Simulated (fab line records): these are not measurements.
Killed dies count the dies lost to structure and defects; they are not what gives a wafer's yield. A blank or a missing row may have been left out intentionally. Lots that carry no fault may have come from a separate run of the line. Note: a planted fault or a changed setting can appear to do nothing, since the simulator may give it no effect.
Struck lot and sound lot, side by side ; flow gf180mcu ; 30 out of 602 route steps
Sound: these wafers, L499.1, L499.4, L499.6. Struck: wafers L509.4, L509.5, L509.6. At the end, the cause is stated.
For every step that has rows: the tool of each side, followed by ch and its chambers, followed by its first start. Under that, the readings that differ: sound wafers ; struck wafers ; difference of the means ; sigmas: that difference in standard deviations of wafers without a fault.
alike: readings whose means differ by less than 2 such deviations, and words and numbers that are the same on both sides. not compared: withheld readings, readings that some wafer has no value for, bounds like >300 that may hide the same value, and numbers for which the record gives no deviation and whose values overlap.
Wherever a step has rows on one side only, a row that says differs or no value, or a row with sigmas, the two part there. Numbers that don't overlap but have no deviation are shown without sigmas and don't part them. A reading that every wafer of one side lacks parts them only if that side has two wafers or more.

first, 3 steps without rows for these wafers: GF_PSD_EXPOSE_04 (exposes mask Pplus, target cd 400 nm); GF_PSD_PEB_05; GF_PSD_DEVELOP_06 (develop time 60 s).
GF_PSD_CD_MEAS_07: target cd 400 nm.
  sound on cdSem-01 at day 16 11:23; struck on cdSem-01 at day 20 00:40
  alike: cdNm
GF_PSD_OVL_MEAS_08:
  sound on overlay-02 at day 16 11:30; struck on overlay-01 at day 20 00:45
  alike: PSD_OVL
next, for these wafers, 1 step has no rows: GF_PSD_IMPLANT_09.
GF_PSD_STRIP_10: strips in O2/N2.
  sound on plasmaAsher-03 ch 0, day 16 11:41; struck on plasmaAsher-03 ch 0,1, day 20 00:57
  alike: drypumpMotorCurrentA, heaterPowerW, oesProductAu, stripTimeToEndpointS
  not compared: rfHoursCounterH
GF_PSD_TW_MEAS_11:
  sound on filmMetro-01 at day 16 11:47; struck on filmMetro-04 at day 20 01:03
reading;sound;struck;difference;sigmas
PSD_TW;3231 3239 3216;3177 3185 3159;-55;-3
then, 1 step without rows for these wafers: GF_PSD_CLEAN_12 (cleans in SC1/SC2, time 150 s).
GF_PSD_RTA_13: time 20 s.
  sound on rtpAnneal-02 ch 0, day 16 11:58; struck on rtpAnneal-01 ch 0, day 20 01:10
  alike: annealTempCMax, lampPowerPct, wafer_temp_C_max
GF_PSD_RS_MEAS_14: measures by four-point-probe.
  sound on filmMetro-03 at day 16 12:02; struck on filmMetro-04 at day 20 01:17
  alike: NSD_RS
GF_PSD_RS_MEAS_15: measures by four-point-probe.
  sound on filmMetro-03 at day 16 12:10; struck on filmMetro-04 at day 20 01:24
  alike: PSD_RS
GF_SAB_CVD_00: deposits SiO2 from TEOS, target thk 50 nm, time 4.9302 s.
  sound on pecvd-03 ch 0,1,2, day 16 12:17; struck on pecvd-01 ch 0,1,2, day 20 01:28
reading;sound;struck;difference;sigmas
model.SiO2_of_SAB_CVD_00.thkNm (nm);49.87 49.86 50.83;54.06 53.9 53.52;+3.64;
  alike: heaterPowerW
GF_SAB_THK_MEAS_01:
  sound on filmMetro-01 at day 16 12:18; struck on filmMetro-03 at day 20 01:30
reading;sound;struck;difference;sigmas
SAB_CVD_00_THK (nm);49.8 49.9 50.8;54.1 53.9 53.5;+3.7;+6
then, 7 steps without rows for these wafers: GF_SAB_DEHYDRATE_02 (time 60 s); GF_SAB_HMDS_03 (prime time 60 s); GF_SAB_COAT_04 (resist thk 988.1 nm); GF_SAB_SOFTBAKE_05 (time 60 s); GF_SAB_EXPOSE_06 (exposes mask SAB, target cd 420 nm); GF_SAB_PEB_07; GF_SAB_DEVELOP_08 (develop time 60 s).
GF_SAB_CD_MEAS_09: target cd 420 nm.
  sound on cdSem-01 at day 17 10:35; struck on cdSem-01 at day 21 01:08
  alike: cdNm
GF_SAB_OVL_MEAS_10:
  sound on overlay-02 at day 17 10:42; struck on overlay-01 at day 21 01:12
  alike: SAB_OVL
GF_SAB_ETCH_11: etches SiO2 in C4F8/O2/Ar, target depth 55 nm, time 8.5 s.
  sound on rieDiel-02 ch 0,3, day 17 10:44; struck on rieDiel-01 ch 0,1,3, day 21 01:14
  alike: oesProductAu
  not compared: rfHoursCounterH
then, 1 step without rows for these wafers: GF_SAB_WET_ETCH_12 (etches SiO2 in dHF, target depth 22 nm, time 440 s).
GF_SAB_STRIP_13: strips in O2/N2.
  sound on plasmaAsher-04 ch 0, day 17 10:53; struck on plasmaAsher-02 ch 0,1, day 21 01:25
reading;sound;struck;difference;sigmas
drypumpMotorCurrentA (A);4.6 4.6 4.6;5.9 6.3 5.9;+1.4;+2
  alike: heaterPowerW, oesProductAu, stripTimeToEndpointS
  not compared: rfHoursCounterH
then, 1 step without rows for these wafers: GF_SALICIDE_CLEAN_00 (cleans in SC1/SC2, time 150 s).
GF_SALICIDE_WET_ETCH_01: etches SiO2 in dHF, target depth 5 nm, time 100 s.
  sound on wetBench-01 ch 0, day 17 11:02; struck on wetBench-01 ch 0, day 21 01:31
reading;sound;struck;difference;sigmas
model.SiO2_of_SAB_CVD_00.thkNm (nm);39.2 39.13 40.14;43.39 43.21 42.79;+3.64;
GF_SALICIDE_SPUTTER_02: material Co, target thk 10 nm, time 20 s.
  sound on pvdSputter-02 at day 17 11:05; struck on pvdSputter-01 at day 21 01:34
  alike: throttleValvePct
-- the record jumps here: 12 days lie between the struck wafers' starts before and after (it left off in module SALICIDE and takes up again in module PASSIVATION, whose first step shown is number 602 of the route) --
GF_PASSIVATION_PROBE_99:
  only the struck wafers here have rows in the record (prober-02, day 33 12:04); the sound ones have none

WHERE THEY PART
Last at GF_PASSIVATION_PROBE_99 as far as this record goes, first at GF_PSD_TW_MEAS_11.

WHY: the cause the simulator had injected
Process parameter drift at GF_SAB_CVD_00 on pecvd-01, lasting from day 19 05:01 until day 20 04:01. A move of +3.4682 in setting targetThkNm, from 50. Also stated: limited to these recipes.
